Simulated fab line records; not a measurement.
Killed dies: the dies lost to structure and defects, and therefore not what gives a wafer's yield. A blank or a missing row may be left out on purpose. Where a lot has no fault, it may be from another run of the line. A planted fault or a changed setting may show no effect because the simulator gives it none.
Which tool was responsible? | flow sky130 | Sampling: 13 lots, 39 wafers, 5 of 708 route steps

## WHAT THE GAUGES SHOWED, per wafer
SKY_FIELD_ISO_THK_MEAS_04. Usual: FIELD_ISO_CVD_03_THK gives 163.9 nm (standard deviation 1.8).
lot  | measured    | on            | FIELD_ISO_CVD_03_THK (nm) | flag
L493 | day 1 15:22 | film_metro-01 | 167.2 165.5 166.9         |
L494 | day 1 18:58 | film_metro-01 | 161.6 162.4 162.2         |
L495 | day 1 23:49 | film_metro-01 | 163.4 162.2 164.5         |
L496 | day 2 05:53 | film_metro-01 | 165.9 163.4 166.3         |
L497 | day 2 11:10 | film_metro-02 | 165.4 164.5 164.4         |
L506 | day 4 07:52 | film_metro-03 | 162.3 162.4 162.4         |
L507 | day 4 17:25 | film_metro-03 | 164.5 164.4 165.3         |
L508 | day 4 17:25 | film_metro-01 | 160.1 160.0 160.6         |
L509 | day 5 03:13 | film_metro-03 | 162.8 163.6 163.5         |
L511 | day 5 09:44 | film_metro-02 | 164.1 165.5 165.3         |
L510 | day 5 09:44 | film_metro-01 | 163.1 163.5 161.8         |
L513 | day 5 19:06 | film_metro-03 | 164.3 164.7 165.2         |
L516 | day 6 08:55 | film_metro-02 | 165.8 167.1 164.3         |

SKY_FIELD_ISO_THK_MEAS_25. Usual: FIELD_ISO_CVD_24_THK gives 597 nm (standard deviation 7.1).
lot  | measured    | on            | FIELD_ISO_CVD_24_THK (nm) | flag
L493 | day 2 09:23 | film_metro-02 | 591 602 601               |
L494 | day 2 11:55 | film_metro-02 | 593 605 598               |
L495 | day 2 17:46 | film_metro-03 | 593 607 590               |
L496 | day 2 22:40 | film_metro-01 | 601 613 602               |
L497 | day 3 05:01 | film_metro-01 | 591 595 589               |
L506 | day 5 02:37 | film_metro-03 | 600 594 608               |
L507 | day 5 13:07 | film_metro-01 | 577 593 594               |
L508 | day 5 13:07 | film_metro-02 | 591 607 598               |
L509 | day 5 21:58 | film_metro-03 | 598 591 601               |
L511 | day 6 06:42 | film_metro-02 | 584 581 594               |
L510 | day 6 05:43 | film_metro-02 | 605 601 597               |
L513 | day 6 17:13 | film_metro-02 | 597 596 590               |
L516 | day 7 06:21 | film_metro-01 | 605 593 604               |

SKY_VT_ADJUST_LVTN_TW_MEAS_10. Usual: VT_ADJUST_LVTN_TW gives 241.8 (standard deviation 1).
lot  | measured     | on            | VT_ADJUST_LVTN_TW | flag
L493 | day 6 21:05  | film_metro-04 | 242.7 241.9 243.5 |
L494 | day 7 00:08  | film_metro-01 | 242.7 241.6 241.5 |
L495 | day 7 07:53  | film_metro-01 | 241.8 241.8 241.7 |
L496 | day 7 12:02  | film_metro-03 | 240.7 239.3 239.1 |
L497 | day 7 20:24  | film_metro-04 | 242.7 243.7 243.3 |
L506 | day 10 13:35 | film_metro-04 | 243.5 241.5 243.0 |
L507 | day 10 23:14 | film_metro-03 | 240.1 240.5 240.0 |
L508 | day 11 00:31 | film_metro-04 | 241.5 240.5 241.8 |
L509 | day 11 06:12 | film_metro-04 | 241.3 241.7 242.2 |
L511 | day 11 18:46 | film_metro-01 | 240.7 241.3 241.5 |
L510 | day 11 20:29 | film_metro-04 | 241.6 241.2 241.7 |
L513 | day 12 09:50 | film_metro-03 | 242.7 243.0 241.0 |
L516 | day 13 03:43 | film_metro-03 | 242.1 241.7 241.3 |

SKY_SONOS_ONO_THK_MEAS_05. Usual: SONOS_ONO_CVD_04_THK gives 5.74 nm (standard deviation 0.095).
lot  | measured     | on            | SONOS_ONO_CVD_04_THK (nm) | flag
L493 | day 11 13:17 | film_metro-03 | 5.83 5.75 5.73            |
L494 | day 11 17:20 | film_metro-02 | 5.63 5.59 5.68            |
L495 | day 12 00:46 | film_metro-01 | 5.65 5.65 5.63            |
L496 | day 12 08:46 | film_metro-01 | 9.16 9.28 9.31            | OFF
L497 | day 12 19:17 | film_metro-03 | 8.95 8.92 9.02            | OFF
L506 | day 16 03:41 | film_metro-01 | 5.70 5.85 5.76            |
L507 | day 16 12:53 | film_metro-03 | 5.66 5.74 5.69            |
L508 | day 16 18:39 | film_metro-03 | 5.90 5.71 5.77            |
L509 | day 16 21:31 | film_metro-01 | 5.77 5.75 5.81            |
L511 | day 17 13:51 | film_metro-01 | 5.73 5.88 5.83            |
L510 | day 17 13:52 | film_metro-02 | 5.72 5.68 5.72            |
L513 | day 18 05:24 | film_metro-03 | 5.77 5.84 5.69            |
L516 | day 19 06:43 | film_metro-02 | 5.83 5.91 5.89            |

## WHAT TOOL EACH LOT RAN ON (gives the tool, then ch and the chambers of the sampled wafers, and finally the start)
lot  | SKY_SONOS_ONO_CVD_04
L493 | lpcvd-03 ch 0, day 11 12:02
L494 | lpcvd-03 ch 0, day 11 16:04
L495 | lpcvd-03 ch 1, day 11 23:30
L496 | lpcvd-03 ch 0, day 12 07:31
L497 | lpcvd-03 ch 1, day 12 17:24
L506 | lpcvd-03 ch 1, day 16 02:26
L507 | lpcvd-03 ch 1, day 16 11:38
L508 | lpcvd-03 ch 0, day 16 17:24
L509 | lpcvd-03 ch 0, day 16 20:14
L511 | lpcvd-03 ch 1, day 17 12:36
L510 | lpcvd-03 ch 0, day 17 12:36
L513 | lpcvd-03 ch 1, day 18 04:09
L516 | lpcvd-03 ch 1, day 19 05:28
- SKY_SONOS_ONO_CVD_04: deposits SiO2 from SiH4/N2O, target thk 5.7199 nm.

## WHAT THE TOOLS THEMSELVES READ (means of the sampled wafers that have a number; where no wafer has one, the mark that the record gives instead)
SKY_SONOS_ONO_CVD_04. Usual: spike_tc_bottom_C 916.2 C, standard deviation 2.2; spike_tc_centre_C 899.5 C, standard deviation 1.1; spike_tc_lower_C 900.8 C, standard deviation 1.1; spike_tc_top_C 913.0 C, standard deviation 2.7; spike_tc_upper_C 899.9 C, standard deviation 1.3; susceptor_temp_C 900.0 C, standard deviation 0.42; zone_power_bottom_pct 25.5 %, standard deviation 1.4; zone_power_centre_pct 17.50 %, standard deviation 0.3; zone_power_upper_pct 18.6 %, standard deviation 0.42.
lot  | tool     | spike_tc_bottom_C (C) | spike_tc_centre_C (C) | spike_tc_lower_C (C) | spike_tc_top_C (C) | spike_tc_upper_C (C) | susceptor_temp_C (C) | zone_power_bottom_pct (%) | zone_power_centre_pct (%) | zone_power_upper_pct (%) | flag
L493 | lpcvd-03 | 918.3                 | 898.5                 | 900.3                | 909.2              | 900.8                | 900.6                | 27.6                      | 17.94                     | 19.2                     |
L494 | lpcvd-03 | 919.8                 | 899.3                 | 899.6                | 908.9              | 901.6                | 900.2                | 27.8                      | 17.92                     | 19.2                     |
L495 | lpcvd-03 | 915.5                 | 899.3                 | 900.5                | 914.4              | 898.5                | 899.7                | 24.7                      | 17.26                     | 18.3                     |
L496 | lpcvd-03 | 965.5                 | 946.4                 | 946.0                | 955.1              | 946.9                | 947.3                | 31.2                      | 20.01                     | 21.7                     | OFF
L497 | lpcvd-03 | 962.0                 | 946.6                 | 947.1                | 960.0              | 945.7                | 946.3                | 27.6                      | 19.41                     | 20.7                     | OFF
L506 | lpcvd-03 | 915.2                 | 900.9                 | 901.2                | 914.7              | 899.3                | 899.9                | 24.7                      | 17.33                     | 18.4                     |
L507 | lpcvd-03 | 914.8                 | 900.2                 | 901.6                | 914.4              | 899.0                | 899.9                | 24.6                      | 17.33                     | 18.3                     |
L508 | lpcvd-03 | 918.3                 | 900.0                 | 899.7                | 908.6              | 901.3                | 900.5                | 27.6                      | 17.81                     | 19.2                     |
L509 | lpcvd-03 | 919.5                 | 898.6                 | 900.3                | 908.8              | 901.1                | 900.5                | 27.6                      | 17.93                     | 19.0                     |
L511 | lpcvd-03 | 914.0                 | 899.4                 | 900.8                | 914.6              | 899.5                | 899.8                | 24.5                      | 17.42                     | 18.2                     |
L510 | lpcvd-03 | 920.8                 | 899.0                 | 899.9                | 908.6              | 901.2                | 899.5                | 27.8                      | 17.98                     | 19.2                     |
L513 | lpcvd-03 | 915.1                 | 899.1                 | 900.2                | 914.0              | 899.0                | 899.9                | 24.8                      | 17.41                     | 18.3                     |
L516 | lpcvd-03 | 914.9                 | 900.8                 | 901.3                | 914.5              | 900.0                | 899.7                | 24.5                      | 17.36                     | 18.2                     |

## THE ANSWER, worked out from the rows above alone
Rule: lot off if the mean of its wafers having a number is beyond 3 standard deviations from the usual mean. Also off: a lot with no number at a reading for which 4 or more lots have one. Where the step has rows for the other lots, those lots are counted as sound. First the gauges in route order, then the tools' own readings, where a lot's mean is used as printed above. The first step at which some lot is off is used, and at that step the reading that is off furthest; a lot without a number counts as furthest.
Off: L496, L497, at SKY_SONOS_ONO_THK_MEAS_05 (SONOS_ONO_CVD_04_THK).
A tool fits if, at a process step before that reading, it ran every lot that is off, and no sound lot after the first of them. The gauges at SKY_SONOS_ONO_THK_MEAS_05 aren't tried: what is off there is off at SKY_SONOS_ONO_CVD_04 too, on other tools, and a gauge's error can't cause that. Not one of the candidates tried fits.

## WHAT THE SIMULATOR HAD PUT IN
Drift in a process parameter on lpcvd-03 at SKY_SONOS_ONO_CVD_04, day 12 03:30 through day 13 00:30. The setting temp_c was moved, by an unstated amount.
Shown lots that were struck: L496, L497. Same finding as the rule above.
